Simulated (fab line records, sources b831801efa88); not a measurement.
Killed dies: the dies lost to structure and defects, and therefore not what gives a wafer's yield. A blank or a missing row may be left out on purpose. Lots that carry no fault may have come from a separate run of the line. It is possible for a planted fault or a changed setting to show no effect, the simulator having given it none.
Problem report in the 8D (eight disciplines) form, filled by code + flow sky130 + the parts of the form that need people (team, actions taken, sign-off) are left out

== 1. THE PROBLEM ==
dose ions cm2 at SKY_LDD_N_IMPLANT_14 reads a mean of 4e+12 on 6 wafers of 2 lots; wafers without a fault read 5e+12 with a standard deviation of 5.5e+09. So: -99 or more standard deviations from the usual mean.
Earliest sighting: wafer L311.2 on implanter-01 at day 19 20:30. The record has a number at this step for 18 wafers belonging to 6 lots. The rule behind "out" and "out of limits": a value lying over 4 standard deviations away from the usual mean. The rest of the wafers with a number are treated as sound.

== 2. WHAT IT IS, AND WHAT IT ISN'T ==
| question                    | is                                | is not                                                                   |
|-----------------------------|-----------------------------------|--------------------------------------------------------------------------|
| which readings at this step | dose ions cm2, faraday current uA | -                                                                        |
| which lots                  | L311, L312                        | L307, L309, L322, L326                                                   |
| which wafers of those lots  | all that have a number            | -                                                                        |
| read on which tools         | implanter-01                      | implanter-02, implanter-03                                               |
| when                        | from day 19 20:30                 | up to then (6 sound wafers); but 6 sound wafers of L322, L326 came after |

== 3. SUSPECTS, AND WHAT RULES EACH OUT ==
Counting: a tool at a process step up to the reading stays a suspect if it ran every lot that is out and no sound lot after the first of them.
- implanter-01 at SKY_LDD_N_IMPLANT_14: kept. Every lot that is out went through it, starting with L311 (day 19 20:30), and after that it ran no sound lot; the last sound lot it ran before then is L309 (day 19 00:14). Its own readings are out on those wafers: dose ions cm2, faraday current uA.
After counting, what remains is implanter-01 at SKY_LDD_N_IMPLANT_14.

== 4. THE CAUSE (what the simulator had put in) ==
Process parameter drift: implanter-01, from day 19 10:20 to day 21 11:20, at SKY_LDD_N_IMPLANT_14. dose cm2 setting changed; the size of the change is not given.
Only this tool survived the counting.

== 5. THE EFFECT CHAIN, in route order ==
One row per reading whose mean, taken over the struck wafers that have a number, lies over 3 standard deviations from the usual. Scope: only readings with a usual standard deviation given in the record; hours: median across lots of the time from each lot's start at the first step in this table that gives one to its start at this step; sigmas: change in usual standard deviations.
| hours | step                 | reading            | usual | on struck wafers | change | sigmas      |
|-------|----------------------|--------------------|-------|------------------|--------|-------------|
| 0     | SKY_LDD_N_IMPLANT_14 | dose ions cm2      | 5e+12 | 4e+12            | -1e+12 | -99 or more |
| 0     | SKY_LDD_N_IMPLANT_14 | faraday current uA | 28.2  | 21.2             | -7.0   | -11         |
Process steps it contains:
- SKY_LDD_N_IMPLANT_14

== 6. WHAT WOULD HAVE CAUGHT IT SOONER ==
In this record the first reading out of limits was taken at day 19 20:30, 10 hours after the fault began at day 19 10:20.
